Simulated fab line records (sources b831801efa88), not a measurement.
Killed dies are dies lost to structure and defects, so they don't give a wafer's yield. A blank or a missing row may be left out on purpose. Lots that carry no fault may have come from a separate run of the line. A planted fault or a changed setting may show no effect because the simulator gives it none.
Which tool did it?	flow sfq_line	6 lots, 18 wafers sampled, at 2 steps of a route of 325

## WHAT EACH GAUGE READ, for each wafer
SFQ_I4_BOW_MEAS_927.
lot	measured	on	I4_BOW (um)
L596	day 44 11:31	film_metro-03	0 14 3
L601	day 51 21:44	film_metro-03	2 0 7
L603	day 52 03:45	film_metro-01	-3 2 -8
L608	day 52 20:49	film_metro-01	3 9 13 - - -
L610	day 53 13:07	film_metro-01	10 7 13
L616	day 61 04:22	film_metro-01	18 15 10

## WHICH TOOL RAN EACH LOT (tool, then ch and the chambers of the sampled wafers, then the start)
lot	SFQ_TRILAYER_I4_CMP_CMP_100
L596	cmp-02 ch 0,3, day 44 08:29
L601	cmp-01 ch 1,2,3, day 51 19:14
L603	cmp-01 ch 0,1,3, day 52 01:44
L608	cmp-01 ch 1,2,3, day 52 17:48
L610	cmp-02 ch 2,3, day 53 10:06
L616	cmp-02 ch 0,3, day 61 01:21
- SFQ_TRILAYER_I4_CMP_CMP_100: polishes SiO2.

## THE ANSWER, worked out from the rows above alone
Rule: what is usual is taken from the lots themselves. The widest of any qualifying gaps counts: lots, ordered by their means at a reading, are off when they make up no more than a third of the lots, leave a main group of 4 or more, and stand apart from it by 3 or more times the standard deviation of that group's means. If all means in a main group match to the digits the tables above print for the reading, that group is not used. A lot without any number at a reading at which 4 lots or more have one is off too. The other lots that the step has rows for count as sound.
Across all readings shown, no lot is off: no conclusion can be drawn from this.

## WHAT THE SIMULATOR HAD INSERTED
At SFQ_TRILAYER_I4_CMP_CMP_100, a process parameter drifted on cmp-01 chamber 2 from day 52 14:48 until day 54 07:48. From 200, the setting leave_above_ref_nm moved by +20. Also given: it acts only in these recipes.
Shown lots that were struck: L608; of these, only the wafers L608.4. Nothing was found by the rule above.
